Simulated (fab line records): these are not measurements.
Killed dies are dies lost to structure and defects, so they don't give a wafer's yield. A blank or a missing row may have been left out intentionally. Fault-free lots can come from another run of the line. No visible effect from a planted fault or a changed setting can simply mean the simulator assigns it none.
Problem report, 8D (eight disciplines) form, completed by code	flow gf180mcu	the parts of the form that need people (team, actions taken, sign-off) are left out

1. WHAT WENT WRONG
Wafers free of any fault read 487.2 ohm/sq (standard deviation 1.2) for NWELL_RS at GF_VT_IMPLANT_RS_MEAS_47, against a mean of 476.8 ohm/sq on 9 wafers of 3 lots. Measured from the usual mean, that is -8.7 standard deviations.
The step: measures by four-point-probe.
Earliest sighting: wafer L507.4 on film_metro-03 at day 11 10:26. At this step, 33 wafers from 11 lots have a number in the record. By rule, "out" or "out of limits" means more than 4 standard deviations away from the usual mean. Any other wafer with a number is counted as sound.

2. WHAT THIS IS AND IS NOT
question	is	is not
which readings at this step	NWELL_RS	-
which lots	L507, L508, L509	L493, L495, L497, L498, L510, L511, L512, L516
which wafers of those lots	all that have a number	-
read on which gauges	film_metro-01, film_metro-03	film_metro-02
when	from day 11 10:26	up to then (12 sound wafers); but 12 sound wafers of L510, L511, L512, L516 came after

3. SUSPECTS, AND WHAT RULES EACH OUT
Counting: any tool at a process step up to the reading is kept as a suspect provided that every lot that is out went through it and no sound lot did after the first of them.
- the gauge at GF_VT_IMPLANT_RS_MEAS_47: ruled out. The wafers that are out were read on 2 gauges (film_metro-01, film_metro-03).
- implanter-03 at GF_NWELL_IMPLANT_08: kept. Every lot that is out went through it, starting with L507 (day 6 12:04), and after that it ran no sound lot; the last sound lot it ran before then is L498 (day 4 10:32). Its own readings are out on those wafers: beam_energy_keV.
Left after counting: implanter-03 at GF_NWELL_IMPLANT_08.

4. THE CAUSE (what the simulator had put in)
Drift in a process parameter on implanter-03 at GF_NWELL_IMPLANT_08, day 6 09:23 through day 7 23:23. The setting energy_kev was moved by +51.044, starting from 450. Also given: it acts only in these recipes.
Only this tool survived the counting.

5. SEQUENCE OF EFFECTS, ordered by route
Each row: a reading whose mean over the struck wafers that have a number lies more than 3 standard deviations from the usual. Readings are gone through only where the record gives a usual standard deviation; hours: the median, over the lots, of the time from a lot's start at the first step in this table giving one to that lot's start at this step; sigmas: the change measured in usual standard deviations.
hours	step	reading	usual	on struck wafers	change	sigmas
0	GF_NWELL_IMPLANT_08	beam_energy_keV	450.02	501.18	+51.16	+99 or more
121	GF_VT_IMPLANT_RS_MEAS_47	NWELL_RS	487.2 ohm/sq	476.8	-10.4	-8.7
The process steps in it:
- GF_NWELL_IMPLANT_08
At these later measuring or inspecting steps, every struck wafer for which the step has a row has a number for every such reading, and none has moved that far: GF_VT_IMPLANT_RS_MEAS_48.

6. WHAT WOULD HAVE CAUGHT IT SOONER
121 hours passed between the start of the fault at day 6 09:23 and the first reading out of limits at a measuring or inspecting step in this record, taken at day 11 10:26.
Tool's own readings at GF_NWELL_IMPLANT_08, beam_energy_keV: out on all struck wafers the step has rows for; an alarm limit on them would have tripped on the first.
All the lots that are out (3) had begun GF_NWELL_IMPLANT_08 on implanter-03 by day 11 10:26. A hold on the tool at that time would have spared none of them.
